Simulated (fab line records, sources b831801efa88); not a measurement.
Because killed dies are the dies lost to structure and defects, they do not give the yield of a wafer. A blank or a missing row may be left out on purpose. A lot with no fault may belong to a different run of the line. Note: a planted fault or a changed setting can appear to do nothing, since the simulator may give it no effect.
fab line records :: flow sky130
record
  lots=5
  wafers=15
  last_day=50
route steps=708 shown LDD_N@247 LDD_P@255 LDD_HVN@267
lots that met no fault: taken from a fault-free run of the same line
start_h: hours from the record's opening day to when the first of the lot's shown wafers began :: wait_h: hours elapsed since this lot's preceding step :: " the same as in the row above :: L1.1+2: a single row standing in for several wafers :: - no value present, or no start provided :: * or withheld: withheld :: < > ~ a bound
route shown NAME@n: names a module that has steps shown in the file, with the first one's number in the route :: usual: mean/standard deviation taken from wafers without a fault :: same: alike in all rows :: chamber/n: place in a boat :: sites: the reading at each site :: _std_site: standard deviation across them :: _edge_site: mean of outer sites minus mean of inner sites :: radius_mm: how far each site lies from the wafer's centre :: mask NAME#n: copy n :: behind: the tool/chamber that last shaped the wafer :: hold: reason for holding the lot/hours on hold/outcome of the hold :: device: whichever transistor did not switch (one of n, p or np) :: end of line: at the end of the route, the tests of the same wafers :: a step without rows: its recipe alone :: killed: dies lost to structure and defects at the first sort, not the wafer's yield :: map: a wafer's dies, x killed, . not, _ none there
set.NAME: the setting that was run; set.NAME@STEP: the one run at that earlier step :: model.NAME: the simulator's own value behind a step, which no gauge read
certain route steps with their lots: each step a table, each wafer a row
services: when a tool's chamber went out of use (start_h, in hours from the record's first day, below 0 if earlier), for how many hours, and the reason
## steps
# step SKY_LDD_N_IMPLANT_10
# recipe
  species=As
  energy_kev=20
  dose_cm2=7.5e+13
  tilt_deg=withheld
  rotation_deg=203
# step SKY_LDD_N_IMPLANT_11
# recipe
  species=As
  energy_kev=20
  dose_cm2=7.5e+13
  tilt_deg=withheld
  rotation_deg=293
# step SKY_LDD_N_IMPLANT_12
# recipe
  species=BF2
  energy_kev=50
  dose_cm2=5e+12
  tilt_deg=30
  rotation_deg=0
# step SKY_LDD_N_IMPLANT_13
# recipe
  species=BF2
  energy_kev=50
  dose_cm2=5e+12
  tilt_deg=30
  rotation_deg=90
# step SKY_LDD_N_IMPLANT_14
# recipe
  species=BF2
  energy_kev=50
  dose_cm2=5e+12
  tilt_deg=30
  rotation_deg=180
# step SKY_LDD_N_IMPLANT_15
# recipe
  species=BF2
  energy_kev=50
  dose_cm2=5e+12
  tilt_deg=30
  rotation_deg=270
# step SKY_LDD_N_STRIP_16
# recipe
  chemistry=O2/N2
  power_w=1400
  pressure_mtorr=1500
  platen_temp_c=withheld
  o2_flow_sccm=3000
  n2_flow_sccm=300
  overash_fraction=0.5
# usual
  chamber_pressure_mTorr=1500.1/1.4
  drypump_motor_current_A=5.7/0.44
  oes_product_au=0.407/0.0045
  strip_time_to_endpoint_s=4.320/0.016
lot.wafer: L842.3
tool: plasma_asher-04
chamber: 1
start_h: 386.65
wait_h: 0.1
chamber_pressure_mTorr: 1502.5
drypump_motor_current_A: 6.2
oes_product_au: 0.401
rf_hours_counter_h: -
strip_time_to_endpoint_s: 4.312

lot.wafer: L842.5
tool: plasma_asher-04
chamber: 1
start_h: 386.65
wait_h: 0.1
chamber_pressure_mTorr: 1500.3
drypump_motor_current_A: 6.2
oes_product_au: 0.412
rf_hours_counter_h: -
strip_time_to_endpoint_s: 4.303

lot.wafer: L842.6
tool: plasma_asher-04
chamber: 0
start_h: 386.65
wait_h: 0.1
chamber_pressure_mTorr: 1500.1
drypump_motor_current_A: 6.1
oes_product_au: 0.401
rf_hours_counter_h: -
strip_time_to_endpoint_s: 4.294

lot.wafer: L848.2
tool: plasma_asher-04
chamber: 0
start_h: 474.47
wait_h: 0.1
chamber_pressure_mTorr: 1499.3
drypump_motor_current_A: 6.2
oes_product_au: 0.401
rf_hours_counter_h: 67
strip_time_to_endpoint_s: 4.297

lot.wafer: L848.3
tool: plasma_asher-04
chamber: 0
start_h: 474.47
wait_h: 0.1
chamber_pressure_mTorr: 1499.4
drypump_motor_current_A: 6.1
oes_product_au: 0.400
rf_hours_counter_h: -
strip_time_to_endpoint_s: 4.341

lot.wafer: L848.5
tool: plasma_asher-04
chamber: 1
start_h: 474.47
wait_h: 0.1
chamber_pressure_mTorr: 1500.3
drypump_motor_current_A: 6.1
oes_product_au: 0.407
rf_hours_counter_h: -
strip_time_to_endpoint_s: 4.318

lot.wafer: L851.3
tool: plasma_asher-04
chamber: 1
start_h: 487.73
wait_h: 0.1
chamber_pressure_mTorr: 1501.1
drypump_motor_current_A: 6.1
oes_product_au: 0.409
rf_hours_counter_h: -
strip_time_to_endpoint_s: 4.322

lot.wafer: L851.4
tool: plasma_asher-04
chamber: 0
start_h: 487.73
wait_h: 0.1
chamber_pressure_mTorr: 1503.2
drypump_motor_current_A: 6.2
oes_product_au: 0.408
rf_hours_counter_h: -
strip_time_to_endpoint_s: 4.315

lot.wafer: L851.5
tool: plasma_asher-04
chamber: 1
start_h: 487.73
wait_h: 0.1
chamber_pressure_mTorr: 1499.0
drypump_motor_current_A: 6.1
oes_product_au: 0.410
rf_hours_counter_h: -
strip_time_to_endpoint_s: 4.327

lot.wafer: L862.2
tool: plasma_asher-04
chamber: 0
start_h: 580.35
wait_h: 0.1
chamber_pressure_mTorr: 1502.9
drypump_motor_current_A: 6.1
oes_product_au: 0.409
rf_hours_counter_h: 78
strip_time_to_endpoint_s: 4.322

lot.wafer: L862.5
tool: plasma_asher-04
chamber: 1
start_h: 580.35
wait_h: 0.1
chamber_pressure_mTorr: 1499.9
drypump_motor_current_A: 6.2
oes_product_au: 0.406
rf_hours_counter_h: -
strip_time_to_endpoint_s: 4.295

lot.wafer: L862.6
tool: plasma_asher-04
chamber: 0
start_h: 580.35
wait_h: 0.1
chamber_pressure_mTorr: 1499.5
drypump_motor_current_A: 6.1
oes_product_au: 0.412
rf_hours_counter_h: -
strip_time_to_endpoint_s: 4.308

lot.wafer: L863.1
tool: plasma_asher-04
chamber: 0
start_h: 584.13
wait_h: 0.1
chamber_pressure_mTorr: 1499.9
drypump_motor_current_A: 6.1
oes_product_au: 0.414
rf_hours_counter_h: 78
strip_time_to_endpoint_s: 4.306

lot.wafer: L863.2
tool: plasma_asher-04
chamber: 1
start_h: 584.13
wait_h: 0.1
chamber_pressure_mTorr: 1499.3
drypump_motor_current_A: 6.2
oes_product_au: 0.412
rf_hours_counter_h: 78
strip_time_to_endpoint_s: 4.291

lot.wafer: L863.6
tool: plasma_asher-04
chamber: 0
start_h: 584.13
wait_h: 0.1
chamber_pressure_mTorr: 1499.0
drypump_motor_current_A: 6.1
oes_product_au: 0.407
rf_hours_counter_h: -
strip_time_to_endpoint_s: 4.304
# step SKY_LDD_N_TW_MEAS_17
# usual
  LDD_N_TW=2583/20
lot.wafer: L842.3
tool: film_metro-04
chamber: -
start_h: 386.74
wait_h: 0.1
LDD_N_TW: 2571

lot.wafer: L842.5
tool: film_metro-04
chamber: -
start_h: 386.74
wait_h: 0.1
LDD_N_TW: 2589

lot.wafer: L842.6
tool: film_metro-04
chamber: -
start_h: 386.74
wait_h: 0.1
LDD_N_TW: 2592

lot.wafer: L848.2
tool: film_metro-04
chamber: -
start_h: 474.58
wait_h: 0.1
LDD_N_TW: 2570

lot.wafer: L848.3
tool: film_metro-04
chamber: -
start_h: 474.58
wait_h: 0.1
LDD_N_TW: 2582

lot.wafer: L848.5
tool: film_metro-04
chamber: -
start_h: 474.58
wait_h: 0.1
LDD_N_TW: 2576

lot.wafer: L851.3
tool: film_metro-02
chamber: -
start_h: 487.82
wait_h: 0.1
LDD_N_TW: 2611

lot.wafer: L851.4
tool: film_metro-02
chamber: -
start_h: 487.82
wait_h: 0.1
LDD_N_TW: 2603

lot.wafer: L851.5
tool: film_metro-02
chamber: -
start_h: 487.82
wait_h: 0.1
LDD_N_TW: 2603

lot.wafer: L862.2
tool: film_metro-02
chamber: -
start_h: 580.46
wait_h: 0.1
LDD_N_TW: 2611

lot.wafer: L862.5
tool: film_metro-02
chamber: -
start_h: 580.46
wait_h: 0.1
LDD_N_TW: 2593

lot.wafer: L862.6
tool: film_metro-02
chamber: -
start_h: 580.46
wait_h: 0.1
LDD_N_TW: 2600

lot.wafer: L863.1
tool: film_metro-03
chamber: -
start_h: 584.23
wait_h: 0.1
LDD_N_TW: 2585

lot.wafer: L863.2
tool: film_metro-03
chamber: -
start_h: 584.23
wait_h: 0.1
LDD_N_TW: 2584

lot.wafer: L863.6
tool: film_metro-03
chamber: -
start_h: 584.23
wait_h: 0.1
LDD_N_TW: 2592
# step SKY_LDD_P_DEHYDRATE_00
# recipe
  temp_c=200
  time_s=60
# step SKY_LDD_P_HMDS_01
# recipe
  prime_time_s=60
  prime_temp_c=120
# step SKY_LDD_P_COAT_02
# recipe
  resist=NOVOLAK
  spin_rpm=3000
  resist_thk_nm=1140
# step SKY_LDD_P_SOFTBAKE_03
# recipe
  temp_c=90
  time_s=60
  resist=NOVOLAK
# step SKY_LDD_P_EXPOSE_04
# recipe
  mask_id=PSDM
  na=0.6
  source_shape=conventional
  sigma_outer=0.6
  polarization=unpolarized
  target_cd_nm=380
  dose_mj=138
lot.wafer: L842.3+5+6
tool: iline_stepper-01
chamber: 0
start_h: 400.89
wait_h: -
mask: PSDM#0

lot.wafer: L848.2+3+5
tool: iline_stepper-01
chamber: 0
start_h: 489.90
wait_h: -
mask: PSDM#0

lot.wafer: L851.3+4+5
tool: iline_stepper-01
chamber: 0
start_h: 503.74
wait_h: -
mask: HVNTM#0

lot.wafer: L862.2+5+6
tool: iline_stepper-02
chamber: 0
start_h: 595.20
wait_h: -
mask: PSDM#0

lot.wafer: L863.1+2+6
tool: iline_stepper-02
chamber: 0
start_h: 598.86
wait_h: -
mask: PSDM#0
# step SKY_LDD_P_PEB_05
# recipe
  temp_c=withheld
  time_s=*
  resist=NOVOLAK
# step SKY_LDD_P_DEVELOP_06
# recipe
  resist=NOVOLAK
  developer=TMAH
  develop_time_s=60
  dev_temp_c=23
# step SKY_LDD_P_CD_MEAS_07
# recipe
  target_cd_nm=380
# usual
  cd_nm=379.3/2.2
lot.wafer: L842.3
tool: cd_sem-01
chamber: -
start_h: 415.20
wait_h: 0.1
cd_nm: 379.9

lot.wafer: L842.5
tool: cd_sem-01
chamber: -
start_h: 415.20
wait_h: 0.1
cd_nm: 381.6

lot.wafer: L842.6
tool: cd_sem-01
chamber: -
start_h: 415.20
wait_h: 0.1
cd_nm: 380.2

lot.wafer: L848.2
tool: cd_sem-02
chamber: -
start_h: 504.92
wait_h: 0.1
cd_nm: 380.7

lot.wafer: L848.3
tool: cd_sem-02
chamber: -
start_h: 504.92
wait_h: 0.1
cd_nm: 379.6

lot.wafer: L848.5
tool: cd_sem-02
chamber: -
start_h: 504.92
wait_h: 0.1
cd_nm: 382.0

lot.wafer: L851.3
tool: cd_sem-02
chamber: -
start_h: 518.27
wait_h: 0.1
cd_nm: -

lot.wafer: L851.4
tool: cd_sem-02
chamber: -
start_h: 518.27
wait_h: 0.1
cd_nm: -

lot.wafer: L851.5
tool: cd_sem-02
chamber: -
start_h: 518.27
wait_h: 0.1
cd_nm: -

lot.wafer: L862.2
tool: cd_sem-01
chamber: -
start_h: 609.52
wait_h: 0.1
cd_nm: 378.9

lot.wafer: L862.5
tool: cd_sem-01
chamber: -
start_h: 609.52
wait_h: 0.1
cd_nm: 378.7

lot.wafer: L862.6
tool: cd_sem-01
chamber: -
start_h: 609.52
wait_h: 0.1
cd_nm: 378.5

lot.wafer: L863.1
tool: cd_sem-02
chamber: -
start_h: 612.88
wait_h: 0.1
cd_nm: 378.2

lot.wafer: L863.2
tool: cd_sem-02
chamber: -
start_h: 612.88
wait_h: 0.1
cd_nm: 379.0

lot.wafer: L863.6
tool: cd_sem-02
chamber: -
start_h: 612.88
wait_h: 0.1
cd_nm: 377.9
# step SKY_LDD_P_OVL_MEAS_08
# usual
  LDD_P_OVL=0.3/1.7
lot.wafer: L842.3
tool: overlay-02
chamber: -
start_h: 415.30
wait_h: 0.1
LDD_P_OVL[nm]: 1.8

lot.wafer: L842.5
tool: overlay-02
chamber: -
start_h: 415.30
wait_h: 0.1
LDD_P_OVL[nm]: 1.1

lot.wafer: L842.6
tool: overlay-02
chamber: -
start_h: 415.30
wait_h: 0.1
LDD_P_OVL[nm]: 1.8

lot.wafer: L848.2
tool: overlay-01
chamber: -
start_h: 505.02
wait_h: 0.1
LDD_P_OVL[nm]: 5.2

lot.wafer: L848.3
tool: overlay-01
chamber: -
start_h: 505.02
wait_h: 0.1
LDD_P_OVL[nm]: 3.9

lot.wafer: L848.5
tool: overlay-01
chamber: -
start_h: 505.02
wait_h: 0.1
LDD_P_OVL[nm]: 2.8

lot.wafer: L851.3
tool: overlay-01
chamber: -
start_h: 518.36
wait_h: 0.1
LDD_P_OVL[nm]: -

lot.wafer: L851.4
tool: overlay-01
chamber: -
start_h: 518.36
wait_h: 0.1
LDD_P_OVL[nm]: -

lot.wafer: L851.5
tool: overlay-01
chamber: -
start_h: 518.36
wait_h: 0.1
LDD_P_OVL[nm]: -

lot.wafer: L862.2
tool: overlay-01
chamber: -
start_h: 609.62
wait_h: 0.1
LDD_P_OVL[nm]: -0.1

lot.wafer: L862.5
tool: overlay-01
chamber: -
start_h: 609.62
wait_h: 0.1
LDD_P_OVL[nm]: 0.4

lot.wafer: L862.6
tool: overlay-01
chamber: -
start_h: 609.62
wait_h: 0.1
LDD_P_OVL[nm]: 0.1

lot.wafer: L863.1
tool: overlay-01
chamber: -
start_h: 613.00
wait_h: 0.1
LDD_P_OVL[nm]: -1.5

lot.wafer: L863.2
tool: overlay-01
chamber: -
start_h: 613.00
wait_h: 0.1
LDD_P_OVL[nm]: 0.3

lot.wafer: L863.6
tool: overlay-01
chamber: -
start_h: 613.00
wait_h: 0.1
LDD_P_OVL[nm]: -0.4
# step SKY_LDD_P_IMPLANT_09
# recipe
  species=BF2
  energy_kev=25
  dose_cm2=1e+13
  tilt_deg=withheld
# step SKY_LDD_P_STRIP_10
# recipe
  chemistry=O2/N2
  power_w=1400
  pressure_mtorr=1500
  platen_temp_c=withheld
  o2_flow_sccm=3000
  n2_flow_sccm=300
  overash_fraction=0.5
# usual
  chamber_pressure_mTorr=1500.0/1.4
  drypump_motor_current_A=5.7/0.39
  oes_product_au=0.715/0.0046
  strip_time_to_endpoint_s=14.20/0.036
lot.wafer: L842.3
tool: plasma_asher-03
chamber: 1
start_h: 415.50
wait_h: 0.1
chamber_pressure_mTorr: 1501.9
drypump_motor_current_A: 5.9
oes_product_au: 0.712
rf_hours_counter_h: -
strip_time_to_endpoint_s: 14.29

lot.wafer: L842.5
tool: plasma_asher-03
chamber: 0
start_h: 415.50
wait_h: 0.1
chamber_pressure_mTorr: 1498.5
drypump_motor_current_A: 5.3
oes_product_au: 0.721
rf_hours_counter_h: -
strip_time_to_endpoint_s: 14.29

lot.wafer: L842.6
tool: plasma_asher-03
chamber: 1
start_h: 415.50
wait_h: 0.1
chamber_pressure_mTorr: 1500.9
drypump_motor_current_A: 5.9
oes_product_au: 0.720
rf_hours_counter_h: -
strip_time_to_endpoint_s: 14.24

lot.wafer: L848.2
tool: plasma_asher-03
chamber: 0
start_h: 505.20
wait_h: 0.1
chamber_pressure_mTorr: 1498.6
drypump_motor_current_A: 5.3
oes_product_au: 0.709
rf_hours_counter_h: 39
strip_time_to_endpoint_s: 14.24

lot.wafer: L848.3
tool: plasma_asher-03
chamber: 1
start_h: 505.20
wait_h: 0.1
chamber_pressure_mTorr: 1499.1
drypump_motor_current_A: 6.0
oes_product_au: 0.713
rf_hours_counter_h: -
strip_time_to_endpoint_s: 14.19

lot.wafer: L848.5
tool: plasma_asher-03
chamber: 0
start_h: 505.20
wait_h: 0.1
chamber_pressure_mTorr: 1502.1
drypump_motor_current_A: 5.3
oes_product_au: 0.718
rf_hours_counter_h: -
strip_time_to_endpoint_s: 14.20

lot.wafer: L851.3
tool: plasma_asher-02
chamber: 0
start_h: 518.57
wait_h: 0.1
chamber_pressure_mTorr: 1497.9
drypump_motor_current_A: 5.1
oes_product_au: 0.711
rf_hours_counter_h: -
strip_time_to_endpoint_s: 14.15

lot.wafer: L851.4
tool: plasma_asher-02
chamber: 1
start_h: 518.57
wait_h: 0.1
chamber_pressure_mTorr: 1498.0
drypump_motor_current_A: 5.4
oes_product_au: 0.713
rf_hours_counter_h: -
strip_time_to_endpoint_s: 14.16

lot.wafer: L851.5
tool: plasma_asher-02
chamber: 0
start_h: 518.57
wait_h: 0.1
chamber_pressure_mTorr: 1500.9
drypump_motor_current_A: 5.1
oes_product_au: 0.717
rf_hours_counter_h: -
strip_time_to_endpoint_s: 14.19

lot.wafer: L862.2
tool: plasma_asher-03
chamber: 0
start_h: 609.91
wait_h: 0.1
chamber_pressure_mTorr: 1498.0
drypump_motor_current_A: 5.3
oes_product_au: 0.717
rf_hours_counter_h: 49
strip_time_to_endpoint_s: 14.21

lot.wafer: L862.5
tool: plasma_asher-03
chamber: 1
start_h: 609.91
wait_h: 0.1
chamber_pressure_mTorr: 1500.6
drypump_motor_current_A: 5.9
oes_product_au: 0.719
rf_hours_counter_h: -
strip_time_to_endpoint_s: 14.23

lot.wafer: L862.6
tool: plasma_asher-03
chamber: 0
start_h: 609.91
wait_h: 0.1
chamber_pressure_mTorr: 1498.1
drypump_motor_current_A: 5.3
oes_product_au: 0.715
rf_hours_counter_h: -
strip_time_to_endpoint_s: 14.20

lot.wafer: L863.1
tool: plasma_asher-04
chamber: 1
start_h: 613.18
wait_h: 0.1
chamber_pressure_mTorr: 1501.8
drypump_motor_current_A: 6.2
oes_product_au: 0.715
rf_hours_counter_h: 81
strip_time_to_endpoint_s: 14.24

lot.wafer: L863.2
tool: plasma_asher-04
chamber: 0
start_h: 613.18
wait_h: 0.1
chamber_pressure_mTorr: 1501.8
drypump_motor_current_A: 6.2
oes_product_au: 0.719
rf_hours_counter_h: 81
strip_time_to_endpoint_s: 14.25

lot.wafer: L863.6
tool: plasma_asher-04
chamber: 0
start_h: 613.18
wait_h: 0.1
chamber_pressure_mTorr: 1501.4
drypump_motor_current_A: 6.2
oes_product_au: 0.711
rf_hours_counter_h: -
strip_time_to_endpoint_s: 14.24
# step SKY_LDD_P_TW_MEAS_11
# usual
  LDD_P_TW=643/7.5
lot.wafer: L842.3
tool: film_metro-02
chamber: -
start_h: 415.59
wait_h: 0.1
LDD_P_TW: 643

lot.wafer: L842.5
tool: film_metro-02
chamber: -
start_h: 415.59
wait_h: 0.1
LDD_P_TW: 646

lot.wafer: L842.6
tool: film_metro-02
chamber: -
start_h: 415.59
wait_h: 0.1
LDD_P_TW: 643

lot.wafer: L848.2
tool: film_metro-01
chamber: -
start_h: 505.31
wait_h: 0.1
LDD_P_TW: 646

lot.wafer: L848.3
tool: film_metro-01
chamber: -
start_h: 505.31
wait_h: 0.1
LDD_P_TW: 642

lot.wafer: L848.5
tool: film_metro-01
chamber: -
start_h: 505.31
wait_h: 0.1
LDD_P_TW: 646

lot.wafer: L851.3
tool: film_metro-02
chamber: -
start_h: 518.66
wait_h: 0.1
LDD_P_TW: 30

lot.wafer: L851.4
tool: film_metro-02
chamber: -
start_h: 518.66
wait_h: 0.1
LDD_P_TW: 30

lot.wafer: L851.5
tool: film_metro-02
chamber: -
start_h: 518.66
wait_h: 0.1
LDD_P_TW: 30

lot.wafer: L862.2
tool: film_metro-01
chamber: -
start_h: 610.02
wait_h: 0.1
LDD_P_TW: 648

lot.wafer: L862.5
tool: film_metro-01
chamber: -
start_h: 610.02
wait_h: 0.1
LDD_P_TW: 650

lot.wafer: L862.6
tool: film_metro-01
chamber: -
start_h: 610.02
wait_h: 0.1
LDD_P_TW: 647

lot.wafer: L863.1
tool: film_metro-01
chamber: -
start_h: 613.28
wait_h: 0.1
LDD_P_TW: 649

lot.wafer: L863.2
tool: film_metro-01
chamber: -
start_h: 613.28
wait_h: 0.1
LDD_P_TW: 651

lot.wafer: L863.6
tool: film_metro-01
chamber: -
start_h: 613.28
wait_h: 0.1
LDD_P_TW: 649
# step SKY_LDD_HVN_DEHYDRATE_00
# recipe
  temp_c=200
  time_s=60
## services
tool: plasma_asher-02
chamber: -
start_h: 411.99
hours: 16.5
kind: repair

tool: iline_stepper-01
chamber: -
start_h: 416.02
hours: 2.1
kind: pm

tool: iline_stepper-01
chamber: -
start_h: 418.10
hours: -
kind: consumable_replace:lamp

tool: plasma_asher-02
chamber: -
start_h: 428.52
hours: 9.0
kind: pm

tool: plasma_asher-02
chamber: 0
start_h: 428.52
hours: 9.0
kind: vent_cycle

tool: plasma_asher-02
chamber: 1
start_h: 428.52
hours: 9.0
kind: vent_cycle

tool: iline_stepper-02
chamber: -
start_h: 430.95
hours: 6.2
kind: repair

tool: plasma_asher-02
chamber: -
start_h: 431.02
hours: 0.7
kind: repair

tool: plasma_asher-02
chamber: 0
start_h: 437.52
hours: -
kind: clean

tool: plasma_asher-02
chamber: 1
start_h: 437.52
hours: -
kind: clean

tool: plasma_asher-02
chamber: -
start_h: 462.08
hours: 4.4
kind: repair

tool: iline_stepper-01
chamber: -
start_h: 480.24
hours: 1.7
kind: pm

tool: plasma_asher-02
chamber: -
start_h: 480.30
hours: 1.3
kind: repair

tool: plasma_asher-02
chamber: -
start_h: 484.22
hours: 0.6
kind: repair

tool: iline_stepper-01
chamber: 0
start_h: 517.45
hours: -
kind: calibration

tool: iline_stepper-02
chamber: 0
start_h: 532.48
hours: -
kind: calibration

tool: iline_stepper-01
chamber: -
start_h: 540.70
hours: -
kind: calibration

tool: plasma_asher-04
chamber: -
start_h: 563.93
hours: 1.2
kind: repair

tool: iline_stepper-02
chamber: -
start_h: 568.47
hours: 1.7
kind: pm

tool: plasma_asher-03
chamber: -
start_h: 582.46
hours: 0.4
kind: repair
## key
first_sign
  step=SKY_LDD_P_EXPOSE_04
  reading=mask
  direction=changed
effect
  step=SKY_LDD_P_CD_MEAS_07
  reading=cd_nm
  direction=missing
effect
  step=SKY_LDD_P_OVL_MEAS_08
  reading=LDD_P_OVL
  direction=missing
effect
  step=SKY_LDD_P_TW_MEAS_11
  reading=LDD_P_TW
  direction=down
  sigmas=82
  usual=643
  struck=30
met_at SKY_LDD_P_EXPOSE_04
struck_wafers L851.3,L851.4,L851.5
sort_left_out L851.3,L851.4,L851.5
tester_left_out L851
onset_between 489.90 503.74
fault
  kind=wrong_mask
  tool=any
  chamber=-
  onset_h=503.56
  steps=SKY_LDD_P_EXPOSE_04
  aux_copy=HVNTM#0
  scope=struck_lots_only
# tester_left_out: of these lots the tester's yield and bins aren't shown, on N5 and GAA mostly nor the transistor test; their killed dies are dies lost to structure and defects alone, not to doping, threshold or leakage, so they don't give the yield
# sort_left_out: the simulated sort isn't trusted on such a fault, so these wafers' sort isn't shown, and their yield isn't known
